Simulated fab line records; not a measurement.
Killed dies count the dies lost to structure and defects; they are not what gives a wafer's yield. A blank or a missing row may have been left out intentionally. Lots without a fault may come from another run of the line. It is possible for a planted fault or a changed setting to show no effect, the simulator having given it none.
Which of the tools did it? ; flow sky130 ; 6 lots with 18 wafers sampled at 2 steps, on a route of 708 steps

## WHAT EACH GAUGE READ, for each wafer
SKY_POLY_GATE_THK_MEAS_21.
lot;measured;on;POLY_GATE_OXIDATION_THK (nm)
L472;day 16 23:49;filmMetro-01;4.02 3.99 4.11
L476;day 18 09:56;filmMetro-02;3.96 4.06 4.05
L479;day 19 17:37;filmMetro-03;4.19 4.11 4.10
L485;day 21 20:49;filmMetro-01;6.11 6.10 6.18
L492;day 24 11:12;filmMetro-03;4.06 4.09 4.04
L494;day 25 12:01;filmMetro-01;3.97 3.85 3.92

## EACH LOT AND THE TOOL THAT RAN IT (in order: tool; ch and the chambers of the sampled wafers; start)
lot;SKY_POLY_GATE_OXIDATION_20
L472;furnace-01 ch 0, day 16 22:34
L476;furnace-01 ch 0, day 18 08:41
L479;furnace-01 ch 0, day 19 16:20
L485;furnace-01 ch 0, day 21 19:34
L492;furnace-02 ch 0, day 24 09:57
L494;furnace-02 ch 0, day 25 10:45
- SKY_POLY_GATE_OXIDATION_20: stabilise 600 s, purge 300 s, target thk 4 nm.

## THE ANSWER, worked out from the rows above alone
Rule: what is usual is taken from the lots themselves. Put in order of their means at a reading, lots are off if they are a third of the lots or fewer, leave a main group of 4 or more, and stand apart from it by a gap of 3 or more times the standard deviation of the main group's means; of several such gaps the widest counts. Not used: any main group whose means are identical at the precision the tables above print for the reading. A lot without any number at a reading at which 4 lots or more have one is off too. All remaining lots with rows at the step are treated as sound.
Off: L485, seen at SKY_POLY_GATE_THK_MEAS_21 (POLY_GATE_OXIDATION_THK). Main group: mean 4.03 nm, sd 0.071.
If a tool, at a process step before that reading, ran all the lots that are off and no sound lot after the first of them, it fits. The gauges at SKY_POLY_GATE_THK_MEAS_21 are tried like those tools. One candidate fits, namely furnace-01 at SKY_POLY_GATE_OXIDATION_20. Its last sound lot is L479 (day 19 16:20), its first lot that is off L485 (day 21 19:34): a fault that began between those two fits.

## WHAT WAS PUT IN BY THE SIMULATOR
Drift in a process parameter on furnace-01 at SKY_POLY_GATE_OXIDATION_20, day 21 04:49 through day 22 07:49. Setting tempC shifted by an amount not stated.
Lots struck among those shown: L485. The rule above found the same.
